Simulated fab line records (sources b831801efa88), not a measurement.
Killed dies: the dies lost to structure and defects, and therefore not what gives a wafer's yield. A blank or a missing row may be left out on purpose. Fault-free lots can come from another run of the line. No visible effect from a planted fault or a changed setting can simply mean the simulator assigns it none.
Comparing a struck lot with a sound one	flow sky130	15 out of 708 route steps
Sound: these wafers, L703.2, L703.4, L703.5. Wafers L709.2, L709.4, L709.5 were the ones struck. Last of all comes the cause.
At each step with rows: each side's tool, then ch and its chambers, then its first start. Under that, the readings that differ: sound wafers	struck wafers	difference of the means	sigmas: that difference in standard deviations of wafers without a fault.
alike: same words and numbers on both sides, and readings whose means sit less than 2 such deviations apart. not compared: any withheld reading, any reading some wafer has no value for, any bound like >300 that may hide the same value, and any number with overlapping values for which the record gives no deviation.
Wherever a step has rows on one side only, a row that says differs or no value, or a row with sigmas, the two part there. Non-overlapping numbers with no deviation appear without sigmas and do not part them. A reading missing from all wafers of one side parts the sides only when that side holds two or more wafers.

first, 3 steps without rows for these wafers: SKY_CONTACT_STRIP_20 (strips in post etch residue remover, time 1200 s); SKY_CONTACT_CLEAN_21 (cleans in IPA, time 180 s); SKY_CONTACT_CLEAN_22 (cleans in O3/DIW).
SKY_CONTACT_SPUTTER_23: material TiN, target thk 20 nm, time 80 s.
  sound on pvd sputter-04, day 35 12:02; struck on pvd sputter-02, day 36 23:46
  alike: chamber pressure pa, throttle valve pct
SKY_CONTACT_CVD_24: deposits W, target thk 340 nm, time 102.12 s.
  sound on cvd w-01 ch 0,1, day 35 12:06; struck on cvd w-02 ch 0, day 36 23:50
  alike: heater power w
SKY_CONTACT_RS_MEAS_25: measures by four-point-probe.
  sound on film metro-02, day 35 12:14; struck on film metro-03, day 36 23:58
reading	sound	struck	difference	sigmas
CONTACT_W_RS (ohm/sq)	0.342 0.344 0.337	0.348 0.351 0.351	+0.009	+2
SKY_CONTACT_THK_MEAS_26: measures by xrf.
  sound on film metro-02, day 35 12:20; struck on film metro-03, day 37 00:05
  alike: CONTACT_W_THK
then, 1 step without rows for these wafers: SKY_CONTACT_CMP_27 (polishes, stops on SiO2, t overpolish 15 s, target thk 0 nm).
SKY_METAL1_SPUTTER_00: material Ti, target thk 15 nm, time 10 s.
  sound on pvd sputter-03, day 35 12:41; struck on pvd sputter-03, day 37 00:26
  alike: chamber pressure pa, throttle valve pct
then, 1 step without rows for these wafers: SKY_METAL1_SPUTTER_01 (material TiN, target thk 20 nm, time 16.7 s).
SKY_METAL1_SPUTTER_02: material AlCu, target thk 250 nm, time 13.3 s.
  sound on pvd sputter-03, day 35 12:44; struck on pvd sputter-03, day 37 00:29
  alike: chamber pressure pa, throttle valve pct
SKY_METAL1_SPUTTER_03: material Ti, target thk 5 nm, time 3.3 s.
  sound on pvd sputter-03, day 35 12:46; struck on pvd sputter-03, day 37 00:31
  alike: chamber pressure pa, throttle valve pct
SKY_METAL1_SPUTTER_04: material TiN, target thk 70 nm, time 58.3 s.
  sound on pvd sputter-03, day 35 12:47; struck on pvd sputter-03, day 37 00:32
reading	sound	struck	difference	sigmas
chamber pressure pa (Pa)	0.4001 0.3992 0.3983	0.4384 0.4375 0.4386	+0.0390	+46
throttle valve pct (%)	31.2 29.6 30.1	30.0 28.7 27.2	-1.7	-2
SKY_METAL1_RS_MEAS_05: measures by four-point-probe.
  sound on film metro-01, day 35 12:51; struck on film metro-01, day 37 00:35
  alike: METAL1_ALCU_RS
-- the record jumps here: 13 days lie between the struck wafers' starts before and after (it left off in module METAL1 and takes up again in module PAD_OPEN, whose first step shown is number 708 of the route) --
SKY_PAD_OPEN_PROBE_99:
  sound on prober-02, day 48 16:16; struck on prober-02, day 49 17:54
  alike: defect limited yield, killed_at_M0_to_M3, killed_at_M4_up, killed at contacts, killed at front end, killed at other, killed dies, killed open, killed short, sort_bin_3_pad_short, sort_bin_5_function, sort_bin_6_memory, sort n pass, sort yield pct

## WHERE THEY PART
First at SKY_CONTACT_RS_MEAS_25; last, within this record, at SKY_METAL1_SPUTTER_04. Later steps at which nothing parts them and some readings are alike: SKY_METAL1_RS_MEAS_05, SKY_PAD_OPEN_PROBE_99.

WHY: what had been put in by the simulator
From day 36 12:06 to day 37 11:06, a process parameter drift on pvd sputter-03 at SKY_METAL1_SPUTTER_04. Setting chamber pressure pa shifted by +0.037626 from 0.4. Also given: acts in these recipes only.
